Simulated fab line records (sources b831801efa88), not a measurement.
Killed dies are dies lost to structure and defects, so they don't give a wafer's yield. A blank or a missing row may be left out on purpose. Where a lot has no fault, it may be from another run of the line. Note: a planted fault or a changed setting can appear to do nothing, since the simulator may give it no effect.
Lot-split experiment || flow sfq line || route with 325 steps; 5 lots, 23 wafers read

ON THE SPLIT
At SFQ_TRILAYER_M0_DEP_SPUTTER_019 (material Nb, target thk 200 nm, time 133.3 s), the setting power w was moved away from the recipe's 2000 W on 6 of the 23 wafers read, by -10.9% to +6.9%. For the rest of the wafers, this setting stayed at what the recipe calls for.

FROM THE SPLIT TO THE READING: what the file shows between them, 5 steps
- SFQ_M0_RS_MEAS_904: measures by four-point-probe
- SFQ_TRILAYER_M0_LITHO_COAT_021: resist thk 600 nm (also split here: spin rpm)
- SFQ_TRILAYER_M0_LITHO_PEB_024: peb time 60 s (also split here: peb temp c)
- SFQ_TRILAYER_M0_LITHO_DEVELOP_023: time 60 s
- SFQ_TRILAYER_M0_BARC_OPEN_METAL_ETCH_031: etches BARC in O2, target depth 125 nm, time 41.7 s

THE READING
oes product au, in a.u., at SFQ_TRILAYER_M0_ETCH_METAL_ETCH_024 (etches Nb in Cl2/Ar, stops on SiO2, target depth 240 nm, time 120 s). On this fab line, fault-free wafers typically give 0.898 a.u. with a standard deviation of 0.0074 a.u.

{"wafer": "L074.2", "tool, chamber at the split": "pvd sputter-04, -", "power w as run, W": 2000, "against the recipe": "recipe", "oes product au, a.u.": 0.889, "against lot-mates on the recipe": "-"}
{"wafer": "L074.3", "tool, chamber at the split": "pvd sputter-04, -", "power w as run, W": 2000, "against the recipe": "recipe", "oes product au, a.u.": 0.889, "against lot-mates on the recipe": "-"}
{"wafer": "L074.4", "tool, chamber at the split": "pvd sputter-04, -", "power w as run, W": 2137, "against the recipe": "+6.9%", "oes product au, a.u.": 0.939, "against lot-mates on the recipe": "+0.045"}
{"wafer": "L074.5", "tool, chamber at the split": "pvd sputter-04, -", "power w as run, W": 2137, "against the recipe": "+6.9%", "oes product au, a.u.": 0.931, "against lot-mates on the recipe": "+0.037"}
{"wafer": "L074.6", "tool, chamber at the split": "pvd sputter-04, -", "power w as run, W": 2000, "against the recipe": "recipe", "oes product au, a.u.": 0.904, "against lot-mates on the recipe": "-"}
{"wafer": "L076.2", "tool, chamber at the split": "pvd sputter-04, -", "power w as run, W": 2000, "against the recipe": "recipe", "oes product au, a.u.": 0.894, "against lot-mates on the recipe": "-"}
{"wafer": "L076.3", "tool, chamber at the split": "pvd sputter-04, -", "power w as run, W": 2000, "against the recipe": "recipe", "oes product au, a.u.": 0.891, "against lot-mates on the recipe": "-"}
{"wafer": "L076.4", "tool, chamber at the split": "pvd sputter-04, -", "power w as run, W": 2000, "against the recipe": "recipe", "oes product au, a.u.": 0.903, "against lot-mates on the recipe": "-"}
{"wafer": "L076.5", "tool, chamber at the split": "pvd sputter-04, -", "power w as run, W": 2000, "against the recipe": "recipe", "oes product au, a.u.": 0.883, "against lot-mates on the recipe": "-"}
{"wafer": "L076.6", "tool, chamber at the split": "pvd sputter-04, -", "power w as run, W": 2000, "against the recipe": "recipe", "oes product au, a.u.": 0.894, "against lot-mates on the recipe": "-"}
{"wafer": "L080.2", "tool, chamber at the split": "pvd sputter-06, -", "power w as run, W": 2000, "against the recipe": "recipe", "oes product au, a.u.": 0.904, "against lot-mates on the recipe": "-"}
{"wafer": "L080.3", "tool, chamber at the split": "pvd sputter-06, -", "power w as run, W": 2000, "against the recipe": "recipe", "oes product au, a.u.": 0.898, "against lot-mates on the recipe": "-"}
{"wafer": "L080.6", "tool, chamber at the split": "pvd sputter-06, -", "power w as run, W": 2000, "against the recipe": "recipe", "oes product au, a.u.": 0.898, "against lot-mates on the recipe": "-"}
{"wafer": "L083.1", "tool, chamber at the split": "pvd sputter-04, -", "power w as run, W": 2000, "against the recipe": "recipe", "oes product au, a.u.": 0.896, "against lot-mates on the recipe": "-"}
{"wafer": "L083.2", "tool, chamber at the split": "pvd sputter-04, -", "power w as run, W": 2138, "against the recipe": "+6.9%", "oes product au, a.u.": 0.931, "against lot-mates on the recipe": "+0.029"}
{"wafer": "L083.4", "tool, chamber at the split": "pvd sputter-04, -", "power w as run, W": 2138, "against the recipe": "+6.9%", "oes product au, a.u.": 0.939, "against lot-mates on the recipe": "+0.037"}
{"wafer": "L083.5", "tool, chamber at the split": "pvd sputter-04, -", "power w as run, W": 2000, "against the recipe": "recipe", "oes product au, a.u.": 0.904, "against lot-mates on the recipe": "-"}
{"wafer": "L083.6", "tool, chamber at the split": "pvd sputter-04, -", "power w as run, W": 2000, "against the recipe": "recipe", "oes product au, a.u.": 0.906, "against lot-mates on the recipe": "-"}
{"wafer": "L084.1", "tool, chamber at the split": "pvd sputter-05, -", "power w as run, W": 1782, "against the recipe": "-10.9%", "oes product au, a.u.": 0.835, "against lot-mates on the recipe": -0.064}
{"wafer": "L084.3", "tool, chamber at the split": "pvd sputter-05, -", "power w as run, W": 2000, "against the recipe": "recipe", "oes product au, a.u.": 0.901, "against lot-mates on the recipe": "-"}
{"wafer": "L084.4", "tool, chamber at the split": "pvd sputter-05, -", "power w as run, W": 1782, "against the recipe": "-10.9%", "oes product au, a.u.": 0.840, "against lot-mates on the recipe": -0.059}
{"wafer": "L084.5", "tool, chamber at the split": "pvd sputter-05, -", "power w as run, W": 2000, "against the recipe": "recipe", "oes product au, a.u.": 0.896, "against lot-mates on the recipe": "-"}
{"wafer": "L084.6", "tool, chamber at the split": "pvd sputter-05, -", "power w as run, W": 2000, "against the recipe": "recipe", "oes product au, a.u.": 0.900, "against lot-mates on the recipe": "-"}

THE FIT
A straight line over all 23 wafers: oes product au changes by +0.00549 a.u. for each +1% of power w; r = +0.97; the points scatter about the line by 0.006 a.u.
The same after taking each lot's own level away (the mean of its wafers on the recipe; 23 wafers): +0.00553 a.u. for each +1%; r = +0.98; scatter 0.0053 a.u.
On that fit, the largest move of power w shifts the reading by 0.06 a.u.
The span of the lots' own levels, 0.8930 to 0.9020 a.u., comes to 1.2 times the standard deviation stated above.
Consequently the slope shifts little with the lot-to-lot level, the two slopes agreeing.
Check: -0.0588 a.u. against its lot-mates is what the line predicts for one of the wafers moved furthest among these (-10.9%) when that wafer is left out of the fit. It came out at -0.064 a.u. against them.

OTHER SPLITS ON THESE WAFERS
Before the reading, these wafers also passed through other splits. Each is held against what the fit with the lots' levels taken away leaves over:
{"other split on the same wafers": "SFQ_TRILAYER_INCOMING_OXIDATION_002 temp c", "wafers away from the commonest value": 15, "r with oes product au (lot level and that fit taken away)": "+0.10"}
{"other split on the same wafers": "SFQ_TRILAYER_L0_LITHO_COAT_005 spin rpm", "wafers away from the commonest value": 10, "r with oes product au (lot level and that fit taken away)": "+0.10"}
{"other split on the same wafers": "SFQ_TRILAYER_L0_VIA_LITHO_COAT_018 spin rpm", "wafers away from the commonest value": 6, "r with oes product au (lot level and that fit taken away)": "+0.26"}
{"other split on the same wafers": "SFQ_TRILAYER_M0_LITHO_COAT_021 spin rpm", "wafers away from the commonest value": 5, "r with oes product au (lot level and that fit taken away)": -0.37}
{"other split on the same wafers": "SFQ_TRILAYER_M0_LITHO_PEB_024 peb temp c", "wafers away from the commonest value": 8, "r with oes product au (lot level and that fit taken away)": "+0.00"}

THE WHOLE CHAIN: every reading that the file lists as answering this split, in the file's order
{"step": "SFQ_TRILAYER_M0_DEP_SPUTTER_019", "what it does": "material Nb, target thk 200 nm, time 133.3 s", "reading": "Nb_of_TRILAYER_M0_DEP_SPUTTER_019.thk nm (the simulator's own value, which no gauge read)", "change (the file's fit)": "+2.03 nm for each +1% of the setting", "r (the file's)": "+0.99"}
{"step": "SFQ_M0_RS_MEAS_904", "what it does": "measures by four-point-probe", "reading": "M0_NB_RS", "change (the file's fit)": "-0.0093 for each +1% of the setting", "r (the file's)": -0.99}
{"step": "SFQ_TRILAYER_M0_ETCH_METAL_ETCH_024", "what it does": "etches Nb in Cl2/Ar, stops on SiO2, target depth 240 nm, time 120 s", "reading": "oes product au", "change (the file's fit)": "+0.00551 a.u. for each +1% of the setting", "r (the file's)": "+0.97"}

FILE'S OWN FIT
oes product au changes by +0.00551 a.u. for each +1% of power w, r = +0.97.
